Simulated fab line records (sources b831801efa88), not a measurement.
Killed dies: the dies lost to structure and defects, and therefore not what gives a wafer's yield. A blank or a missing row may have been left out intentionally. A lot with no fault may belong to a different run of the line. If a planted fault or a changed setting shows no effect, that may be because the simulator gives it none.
8D (eight disciplines) problem report, filled in by code	flow sky130	the parts of the form that need people (team, actions taken, sign-off) are left out

1. THE PROBLEM
VT_ADJUST_LVTN_TW at SKY_VT_ADJUST_LVTN_TW_MEAS_10 reads a mean of 232.8 on 3 wafers of 2 lots; wafers without a fault read 241.3 with a standard deviation of 1.7. That puts it -5.0 standard deviations away from the usual mean.
Seen first at day 8 17:46 on film_metro-03, wafer L717.4. The record holds 36 wafers of 12 lots with a number at this step. Rule for "out" (also "out of limits"): further than 4 standard deviations from the usual mean. Any other wafer with a number is counted as sound.

2. WHAT IT IS, AND WHAT IT ISN'T
question	is	is not
which readings at this step	VT_ADJUST_LVTN_TW	-
which lots	L717, L720	L710, L713, L714, L716, L723, L729, L730, L731, L732, L733
which wafers of those lots	L717.4, L720.1, L720.4	L717.2, L717.3, L720.3
read on which gauges	film_metro-01, film_metro-03	film_metro-02
when	from day 8 17:46	up to then (14 sound wafers); but 19 sound wafers of L720, L723, L729, L730, L731, L732, L733 came after

3. SUSPECTS, AND WHAT RULES EACH OUT
Counting: a tool at a process step up to the reading stays a suspect if it ran every lot that is out. Sound lots after the first of them don't rule it out here, since some wafers of a struck lot are sound.
- the gauge at SKY_VT_ADJUST_LVTN_TW_MEAS_10 has been ruled out. The wafers that are out were read on 2 gauges (film_metro-01, film_metro-03).
- plasma_asher-02 at SKY_NWELL_STRIP_25 (strips in O2/N2): kept. It processed each lot that is out (first: L717, day 7 01:00); up to then, its last sound lot is L714 (day 6 08:04).
- implanter-03 at SKY_VT_ADJUST_LVTN_IMPLANT_08: kept. It processed each lot that is out (first: L717, day 8 17:32); up to then, its last sound lot is L716 (day 8 15:50).
Remaining after the count are plasma_asher-02 at SKY_NWELL_STRIP_25 and implanter-03 at SKY_VT_ADJUST_LVTN_IMPLANT_08.

4. THE CAUSE (what the simulator had put in)
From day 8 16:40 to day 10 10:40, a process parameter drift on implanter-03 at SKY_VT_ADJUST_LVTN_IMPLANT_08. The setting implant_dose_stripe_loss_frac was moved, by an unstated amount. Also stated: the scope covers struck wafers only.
This tool is one of the 2 suspects left after counting.

5. THE CHAIN OF EFFECTS, in route order
Rows list readings where the struck wafers' mean (over those with a number) sits beyond 3 standard deviations from the usual. Only readings whose record carries a usual standard deviation are examined. hours: median over the lots of the time between each lot's start at the first step of this table that gives one and its start at this step. sigmas: the change, counted in usual standard deviations.
hours	step	reading	usual	on struck wafers	change	sigmas
0	SKY_VT_ADJUST_LVTN_TW_MEAS_10	VT_ADJUST_LVTN_TW	241.3	232.8	-8.5	-5.0

6. HOW IT WOULD HAVE BEEN CAUGHT EARLIER
In this record the first reading out of limits at a measuring or inspecting step was taken at day 8 17:46, 1 hour after the fault began at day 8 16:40.
L720, from the lots that are out (2), started SKY_VT_ADJUST_LVTN_IMPLANT_08 on implanter-03 later than day 8 17:46. A tool hold placed at that time would have kept it from harm.
